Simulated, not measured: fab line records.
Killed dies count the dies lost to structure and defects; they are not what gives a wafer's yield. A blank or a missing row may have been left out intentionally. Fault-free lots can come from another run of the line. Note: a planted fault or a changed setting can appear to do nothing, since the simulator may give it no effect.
Which tool was responsible? / flow sfq-line / 42 wafers from 14 lots sampled at 4 of the route's 325 steps

## WHAT THE GAUGES READ, wafer by wafer
The record lacks any reading of a measuring or inspecting step that a usual standard deviation could be used to judge.

## WHICH TOOL RAN EACH LOT (tool, then ch and the chambers of the sampled wafers, then the start)
lot=L269; SFQ_TRILAYER_I0_VIA_ETCH_VIA_ETCH_034=rie-diel-01 ch 1,3, day 10 23:52; SFQ_TRILAYER_I2_VIA_STRIP_STRIP_071=rie-metal-04 ch 0,1, day 20 22:44; SFQ_TRILAYER_M3_ETCH_METAL_ETCH_078=rie-metal-04 ch 0,1, day 27 18:15; SFQ_TRILAYER_I3_VIA_BARC_OPEN_VIA_ETCH_121=rie-diel-01 ch 1,3, day 34 19:24
lot=L271; SFQ_TRILAYER_I0_VIA_ETCH_VIA_ETCH_034=rie-diel-04 ch 1,2, day 16 16:35; SFQ_TRILAYER_I2_VIA_STRIP_STRIP_071=rie-metal-01 ch 0,1, day 26 10:18; SFQ_TRILAYER_M3_ETCH_METAL_ETCH_078=rie-metal-01 ch 0,1, day 32 19:42; SFQ_TRILAYER_I3_VIA_BARC_OPEN_VIA_ETCH_121=rie-diel-02 ch 1,2, day 35 01:10
lot=L272; SFQ_TRILAYER_I0_VIA_ETCH_VIA_ETCH_034=rie-diel-03 ch 2,3, day 17 02:13; SFQ_TRILAYER_I2_VIA_STRIP_STRIP_071=rie-metal-03 ch 0,1, day 30 01:34; SFQ_TRILAYER_M3_ETCH_METAL_ETCH_078=rie-metal-02 ch 0,1, day 35 23:32; SFQ_TRILAYER_I3_VIA_BARC_OPEN_VIA_ETCH_121=rie-diel-02 ch 1,2,3, day 36 20:18
lot=L273; SFQ_TRILAYER_I0_VIA_ETCH_VIA_ETCH_034=rie-diel-01 ch 2,3, day 17 13:01; SFQ_TRILAYER_I2_VIA_STRIP_STRIP_071=rie-metal-01 ch 0,1, day 30 17:32; SFQ_TRILAYER_M3_ETCH_METAL_ETCH_078=rie-metal-04 ch 0,1, day 36 10:38; SFQ_TRILAYER_I3_VIA_BARC_OPEN_VIA_ETCH_121=rie-diel-01 ch 2,3, day 37 03:02
lot=L275; SFQ_TRILAYER_I0_VIA_ETCH_VIA_ETCH_034=rie-diel-01 ch 0,1, day 18 07:01; SFQ_TRILAYER_I2_VIA_STRIP_STRIP_071=rie-metal-01 ch 0,1, day 31 13:21; SFQ_TRILAYER_M3_ETCH_METAL_ETCH_078=rie-metal-02 ch 0,1, day 37 08:04; SFQ_TRILAYER_I3_VIA_BARC_OPEN_VIA_ETCH_121=rie-diel-01 ch 1,3, day 37 21:07
lot=L277; SFQ_TRILAYER_I0_VIA_ETCH_VIA_ETCH_034=rie-diel-04 ch 0,1,2, day 19 04:37; SFQ_TRILAYER_I2_VIA_STRIP_STRIP_071=rie-metal-01 ch 0,1, day 38 14:09; SFQ_TRILAYER_M3_ETCH_METAL_ETCH_078=rie-metal-04 ch 0,1, day 39 03:30; SFQ_TRILAYER_I3_VIA_BARC_OPEN_VIA_ETCH_121=rie-diel-02 ch 0,2,3, day 40 01:04
lot=L279; SFQ_TRILAYER_I0_VIA_ETCH_VIA_ETCH_034=rie-diel-03 ch 1,3, day 19 21:25; SFQ_TRILAYER_I2_VIA_STRIP_STRIP_071=rie-metal-01 ch 0,1, day 39 06:34; SFQ_TRILAYER_M3_ETCH_METAL_ETCH_078=rie-metal-01 ch 1, day 39 22:43; SFQ_TRILAYER_I3_VIA_BARC_OPEN_VIA_ETCH_121=rie-diel-04 ch 1,2, day 40 10:57
lot=L280; SFQ_TRILAYER_I0_VIA_ETCH_VIA_ETCH_034=rie-diel-01 ch 0,2,3, day 20 20:01; SFQ_TRILAYER_I2_VIA_STRIP_STRIP_071=rie-metal-03 ch 0,1, day 41 00:34; SFQ_TRILAYER_M3_ETCH_METAL_ETCH_078=rie-metal-02 ch 1, day 41 11:04; SFQ_TRILAYER_I3_VIA_BARC_OPEN_VIA_ETCH_121=rie-diel-04 ch 0,1,2, day 42 01:38
lot=L281; SFQ_TRILAYER_I0_VIA_ETCH_VIA_ETCH_034=rie-diel-01 ch 0,2,3, day 21 04:25; SFQ_TRILAYER_I2_VIA_STRIP_STRIP_071=rie-metal-01 ch 0, day 41 05:22; SFQ_TRILAYER_M3_ETCH_METAL_ETCH_078=rie-metal-01 ch 1, day 47 01:25; SFQ_TRILAYER_I3_VIA_BARC_OPEN_VIA_ETCH_121=rie-diel-04 ch 0,1,3, day 48 04:57
lot=L282; SFQ_TRILAYER_I0_VIA_ETCH_VIA_ETCH_034=rie-diel-03 ch 2,3, day 21 10:25; SFQ_TRILAYER_I2_VIA_STRIP_STRIP_071=rie-metal-04 ch 0,1, day 41 07:46; SFQ_TRILAYER_M3_ETCH_METAL_ETCH_078=rie-metal-01 ch 0,1, day 47 03:49; SFQ_TRILAYER_I3_VIA_BARC_OPEN_VIA_ETCH_121=rie-diel-02 ch 0,1,2, day 48 08:33
lot=L283; SFQ_TRILAYER_I0_VIA_ETCH_VIA_ETCH_034=rie-diel-01 ch 0,1, day 21 14:01; SFQ_TRILAYER_I2_VIA_STRIP_STRIP_071=rie-metal-04 ch 0,1, day 41 10:10; SFQ_TRILAYER_M3_ETCH_METAL_ETCH_078=rie-metal-04 ch 0,1, day 47 05:01; SFQ_TRILAYER_I3_VIA_BARC_OPEN_VIA_ETCH_121=rie-diel-04 ch 1,3, day 48 10:57
lot=L285; SFQ_TRILAYER_I0_VIA_ETCH_VIA_ETCH_034=rie-diel-04 ch 0,2,3, day 21 18:49; SFQ_TRILAYER_I2_VIA_STRIP_STRIP_071=rie-metal-03 ch 0,1, day 42 01:34; SFQ_TRILAYER_M3_ETCH_METAL_ETCH_078=rie-metal-02 ch 0,1, day 47 19:25; SFQ_TRILAYER_I3_VIA_BARC_OPEN_VIA_ETCH_121=rie-diel-04 ch 1,2,3, day 48 14:33
lot=L287; SFQ_TRILAYER_I0_VIA_ETCH_VIA_ETCH_034=rie-diel-03 ch 0,2,3, day 22 00:49; SFQ_TRILAYER_I2_VIA_STRIP_STRIP_071=rie-metal-04 ch 0,1, day 47 00:18; SFQ_TRILAYER_M3_ETCH_METAL_ETCH_078=rie-metal-02 ch 0,1, day 48 00:13; SFQ_TRILAYER_I3_VIA_BARC_OPEN_VIA_ETCH_121=rie-diel-01 ch 0,3, day 48 20:21
lot=L288; SFQ_TRILAYER_I0_VIA_ETCH_VIA_ETCH_034=rie-diel-04 ch 0,1,2, day 22 04:25; SFQ_TRILAYER_I2_VIA_STRIP_STRIP_071=rie-metal-03 ch 0,1, day 47 02:42; SFQ_TRILAYER_M3_ETCH_METAL_ETCH_078=rie-metal-02 ch 0,1, day 48 01:25; SFQ_TRILAYER_I3_VIA_BARC_OPEN_VIA_ETCH_121=rie-diel-02 ch 0,1,2, day 48 22:45
- SFQ_TRILAYER_I0_VIA_ETCH_VIA_ETCH_034: etches SiO2 in CHF3, stops on Nb, target depth 260 nm.
- SFQ_TRILAYER_I2_VIA_STRIP_STRIP_071: strips in O2.
- SFQ_TRILAYER_M3_ETCH_METAL_ETCH_078: etches Nb in Cl2/Ar, stops on SiO2, target depth 240 nm, time 120 s.
- SFQ_TRILAYER_I3_VIA_BARC_OPEN_VIA_ETCH_121: etches BARC in O2, target depth 125 nm, time 41.7 s.

## WHAT THE TOOLS THEMSELVES READ (means of the sampled wafers that have a number; where no wafer has one, the mark that the record gives instead)
SFQ_TRILAYER_I0_VIA_ETCH_VIA_ETCH_034.
lot=L269; tool=rie-diel-01; bias-w (W)=80.05; drypump-motor-current-A (A)=6.0; oes-product-au (a.u.)=0.864
lot=L271; tool=rie-diel-04; bias-w (W)=80.21; drypump-motor-current-A (A)=5.6; oes-product-au (a.u.)=0.857
lot=L272; tool=rie-diel-03; bias-w (W)=79.85; drypump-motor-current-A (A)=6.1; oes-product-au (a.u.)=0.861
lot=L273; tool=rie-diel-01; bias-w (W)=79.86; drypump-motor-current-A (A)=5.7; oes-product-au (a.u.)=0.862
lot=L275; tool=rie-diel-01; bias-w (W)=79.74; drypump-motor-current-A (A)=6.6; oes-product-au (a.u.)=0.857
lot=L277; tool=rie-diel-04; bias-w (W)=79.76; drypump-motor-current-A (A)=5.9; oes-product-au (a.u.)=0.863
lot=L279; tool=rie-diel-03; bias-w (W)=80.05; drypump-motor-current-A (A)=6.3; oes-product-au (a.u.)=0.864
lot=L280; tool=rie-diel-01; bias-w (W)=80.05; drypump-motor-current-A (A)=6.0; oes-product-au (a.u.)=0.865
lot=L281; tool=rie-diel-01; bias-w (W)=80.13; drypump-motor-current-A (A)=6.0; oes-product-au (a.u.)=0.871
lot=L282; tool=rie-diel-03; bias-w (W)=80.20; drypump-motor-current-A (A)=6.0; oes-product-au (a.u.)=0.867
lot=L283; tool=rie-diel-01; bias-w (W)=80.01; drypump-motor-current-A (A)=6.6; oes-product-au (a.u.)=0.864
lot=L285; tool=rie-diel-04; bias-w (W)=79.91; drypump-motor-current-A (A)=6.0; oes-product-au (a.u.)=0.869
lot=L287; tool=rie-diel-03; bias-w (W)=80.22; drypump-motor-current-A (A)=6.1; oes-product-au (a.u.)=0.865
lot=L288; tool=rie-diel-04; bias-w (W)=79.75; drypump-motor-current-A (A)=5.9; oes-product-au (a.u.)=0.864

SFQ_TRILAYER_I2_VIA_STRIP_STRIP_071.
lot=L269; tool=rie-metal-04; drypump-motor-current-A (A)=5.1; oes-product-au (a.u.)=1.005
lot=L271; tool=rie-metal-01; drypump-motor-current-A (A)=5.9; oes-product-au (a.u.)=1.005
lot=L272; tool=rie-metal-03; drypump-motor-current-A (A)=6.3; oes-product-au (a.u.)=0.996
lot=L273; tool=rie-metal-01; drypump-motor-current-A (A)=5.6; oes-product-au (a.u.)=1.003
lot=L275; tool=rie-metal-01; drypump-motor-current-A (A)=5.9; oes-product-au (a.u.)=0.992
lot=L277; tool=rie-metal-01; drypump-motor-current-A (A)=5.9; oes-product-au (a.u.)=0.995
lot=L279; tool=rie-metal-01; drypump-motor-current-A (A)=5.9; oes-product-au (a.u.)=0.994
lot=L280; tool=rie-metal-03; drypump-motor-current-A (A)=6.3; oes-product-au (a.u.)=0.998
lot=L281; tool=rie-metal-01; drypump-motor-current-A (A)=5.3; oes-product-au (a.u.)=0.996
lot=L282; tool=rie-metal-04; drypump-motor-current-A (A)=5.1; oes-product-au (a.u.)=0.995
lot=L283; tool=rie-metal-04; drypump-motor-current-A (A)=5.4; oes-product-au (a.u.)=1.001
lot=L285; tool=rie-metal-03; drypump-motor-current-A (A)=6.4; oes-product-au (a.u.)=1.013
lot=L287; tool=rie-metal-04; drypump-motor-current-A (A)=5.1; oes-product-au (a.u.)=1.009
lot=L288; tool=rie-metal-03; drypump-motor-current-A (A)=6.3; oes-product-au (a.u.)=0.990

SFQ_TRILAYER_M3_ETCH_METAL_ETCH_078.
lot=L269; tool=rie-metal-04; bias-w (W)=79.88; drypump-motor-current-A (A)=5.1; oes-product-au (a.u.)=0.898
lot=L271; tool=rie-metal-01; bias-w (W)=79.82; drypump-motor-current-A (A)=5.9; oes-product-au (a.u.)=0.906
lot=L272; tool=rie-metal-02; bias-w (W)=80.05; drypump-motor-current-A (A)=5.8; oes-product-au (a.u.)=0.915
lot=L273; tool=rie-metal-04; bias-w (W)=80.23; drypump-motor-current-A (A)=5.4; oes-product-au (a.u.)=0.907
lot=L275; tool=rie-metal-02; bias-w (W)=80.18; drypump-motor-current-A (A)=5.5; oes-product-au (a.u.)=0.910
lot=L277; tool=rie-metal-04; bias-w (W)=79.98; drypump-motor-current-A (A)=5.4; oes-product-au (a.u.)=0.907
lot=L279; tool=rie-metal-01; bias-w (W)=79.93; drypump-motor-current-A (A)=6.2; oes-product-au (a.u.)=0.907
lot=L280; tool=rie-metal-02; bias-w (W)=79.98; drypump-motor-current-A (A)=5.2; oes-product-au (a.u.)=0.907
lot=L281; tool=rie-metal-01; bias-w (W)=80.05; drypump-motor-current-A (A)=6.2; oes-product-au (a.u.)=0.910
lot=L282; tool=rie-metal-01; bias-w (W)=79.85; drypump-motor-current-A (A)=5.6; oes-product-au (a.u.)=0.892
lot=L283; tool=rie-metal-04; bias-w (W)=80.09; drypump-motor-current-A (A)=5.1; oes-product-au (a.u.)=0.912
lot=L285; tool=rie-metal-02; bias-w (W)=80.20; drypump-motor-current-A (A)=5.5; oes-product-au (a.u.)=0.906
lot=L287; tool=rie-metal-02; bias-w (W)=79.97; drypump-motor-current-A (A)=5.5; oes-product-au (a.u.)=0.904
lot=L288; tool=rie-metal-02; bias-w (W)=79.80; drypump-motor-current-A (A)=5.8; oes-product-au (a.u.)=0.912

SFQ_TRILAYER_I3_VIA_BARC_OPEN_VIA_ETCH_121.
lot=L269; tool=rie-diel-01; bias-w (W)=80.35; drypump-motor-current-A (A)=6.2; oes-product-au (a.u.)=0.686
lot=L271; tool=rie-diel-02; bias-w (W)=79.90; drypump-motor-current-A (A)=5.5; oes-product-au (a.u.)=0.683
lot=L272; tool=rie-diel-02; bias-w (W)=80.07; drypump-motor-current-A (A)=5.7; oes-product-au (a.u.)=0.687
lot=L273; tool=rie-diel-01; bias-w (W)=80.26; drypump-motor-current-A (A)=5.6; oes-product-au (a.u.)=0.688
lot=L275; tool=rie-diel-01; bias-w (W)=79.67; drypump-motor-current-A (A)=6.0; oes-product-au (a.u.)=0.687
lot=L277; tool=rie-diel-02; bias-w (W)=80.03; drypump-motor-current-A (A)=5.5; oes-product-au (a.u.)=0.688
lot=L279; tool=rie-diel-04; bias-w (W)=79.85; drypump-motor-current-A (A)=5.7; oes-product-au (a.u.)=0.688
lot=L280; tool=rie-diel-04; bias-w (W)=80.07; drypump-motor-current-A (A)=5.8; oes-product-au (a.u.)=0.684
lot=L281; tool=rie-diel-04; bias-w (W)=79.85; drypump-motor-current-A (A)=5.8; oes-product-au (a.u.)=0.686
lot=L282; tool=rie-diel-02; bias-w (W)=80.03; drypump-motor-current-A (A)=5.8; oes-product-au (a.u.)=0.683
lot=L283; tool=rie-diel-04; bias-w (W)=68.48; drypump-motor-current-A (A)=5.6; oes-product-au (a.u.)=0.683
lot=L285; tool=rie-diel-04; bias-w (W)=74.22; drypump-motor-current-A (A)=5.8; oes-product-au (a.u.)=0.686
lot=L287; tool=rie-diel-01; bias-w (W)=79.89; drypump-motor-current-A (A)=6.5; oes-product-au (a.u.)=0.685
lot=L288; tool=rie-diel-02; bias-w (W)=79.91; drypump-motor-current-A (A)=5.8; oes-product-au (a.u.)=0.687

## THE ANSWER, worked out from the rows above alone
Rule: what is usual is taken from the lots themselves. The widest of any qualifying gaps counts: lots, ordered by their means at a reading, are off when they make up no more than a third of the lots, leave a main group of 4 or more, and stand apart from it by 3 or more times the standard deviation of that group's means. The tables above print the reading to a certain number of digits; a main group whose means all agree to those digits is not used. A lot without any number at a reading at which 4 lots or more have one is off too. Any other lot the step has rows for is counted as sound. First the gauges in route order, then the tools' own readings, where a lot's mean is used as printed above. The first step at which some lot is off is used, and at that step the reading that is off furthest; a lot without a number counts as furthest.
Off: L283, L285, at SFQ_TRILAYER_I3_VIA_BARC_OPEN_VIA_ETCH_121 (bias-w). The main group: mean 79.99 W, standard deviation 0.18.
A tool fits if, at that step or a process step before it, it ran every lot that is off, and no sound lot after the first of them. One fits: SFQ_TRILAYER_I3_VIA_BARC_OPEN_VIA_ETCH_121 on rie-diel-04. A fault onset in the window from L281 (day 48 04:57, its last sound lot) to L283 (day 48 10:57, its first lot off) fits.
On the lots that are off, the tool's own readings at SFQ_TRILAYER_I3_VIA_BARC_OPEN_VIA_ETCH_121 differ by more than 5 times the standard deviation of the sound lots' means, which bears it out; bias-w reads 71.35 W there versus 79.99 W on the sound lots.

## WHAT THE SIMULATOR HAD PUT IN
rie-diel-04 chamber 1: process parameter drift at SFQ_TRILAYER_I3_VIA_BARC_OPEN_VIA_ETCH_121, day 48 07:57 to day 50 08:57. A move of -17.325 in setting bias-w, from 80. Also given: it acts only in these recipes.
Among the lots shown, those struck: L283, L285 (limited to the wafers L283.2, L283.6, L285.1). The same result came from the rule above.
